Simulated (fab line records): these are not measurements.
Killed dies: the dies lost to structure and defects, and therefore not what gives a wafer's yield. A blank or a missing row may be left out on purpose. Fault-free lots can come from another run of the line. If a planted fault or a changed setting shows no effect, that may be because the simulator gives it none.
Problem report, 8D (eight disciplines) form, completed by code | flow gf180mcu | the parts of the form that need people (team, actions taken, sign-off) are left out

## 1. PROBLEM STATEMENT
Wafers without a fault read 85.70 W, standard deviation 0.085; heater_power_total_W at GF_V5_PEB_12 reads a mean of 86.25 W on 6 wafers belonging to 2 lots. Relative to the usual mean, that is a shift of +6.5 standard deviations.
The step: peb time 90 s.
Seen first at day 32 02:34 on litho_track-02, wafer L156.1. Wafers with a number at this step in the record: 39, from 13 lots. By rule, "out" or "out of limits" means more than 4 standard deviations away from the usual mean. All remaining wafers that have a number are taken as sound.

## 2. WHAT IT IS, AND WHAT IT ISN'T
question                    | is                     | is not
which readings at this step | heater_power_total_W   | -
which lots                  | L156, L157             | L139, L140, L141, L143, L144, L146, L147, L148, L149, L158, L161
which wafers of those lots  | all that have a number | -
read on which tools         | litho_track-02         | litho_track-01, litho_track-04
when                        | from day 32 02:34      | up to then (27 sound wafers); but 6 sound wafers of L158, L161 came after

## 3. SUSPECTS, AND WHAT RULES EACH OUT
Counting: a tool stays on the suspect list if, at a process step up to the reading, it processed all lots that are out and no sound lot following the first of them.
- litho_track-02 at GF_V5_PEB_12 (peb time 90 s): kept. It processed each lot that is out, first L156 at day 32 02:34, and no sound lot thereafter; up to then, the last sound lot it processed was L149 at day 30 07:07. Its own heater_power_total_W readings are out on those wafers.
Left after counting: litho_track-02 at GF_V5_PEB_12.

## 4. THE CAUSE (what the simulator had put in)
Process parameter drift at GF_V5_PEB_12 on litho_track-02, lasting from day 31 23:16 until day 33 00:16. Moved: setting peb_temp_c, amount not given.
Only this tool survived the counting.

## 5. THE EFFECT CHAIN, in route order
Each row: a reading whose mean over the struck wafers that have a number lies more than 3 standard deviations from the usual. Only readings for which the record gives a usual standard deviation are gone through. hours: the time from each lot's start at the first step in this table that gives one to its start at this step, as a median over the lots. sigmas: the change in usual standard deviations.
hours | step         | reading              | usual    | on struck wafers | change | sigmas
0     | GF_V5_PEB_12 | heater_power_total_W | 85.70 W  | 86.25            | +0.55  | +6.5
0     | GF_V5_PEB_12 | plate_temp_C         | 134.99 C | 135.67           | +0.68  | +4.3
It contains these process steps:
- GF_V5_PEB_12: peb time 90 s.

## 6. WHAT WOULD HAVE CAUGHT IT SOONER
In this record no reading fell out of limits until day 32 02:34, 3 hours after the fault had begun at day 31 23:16.
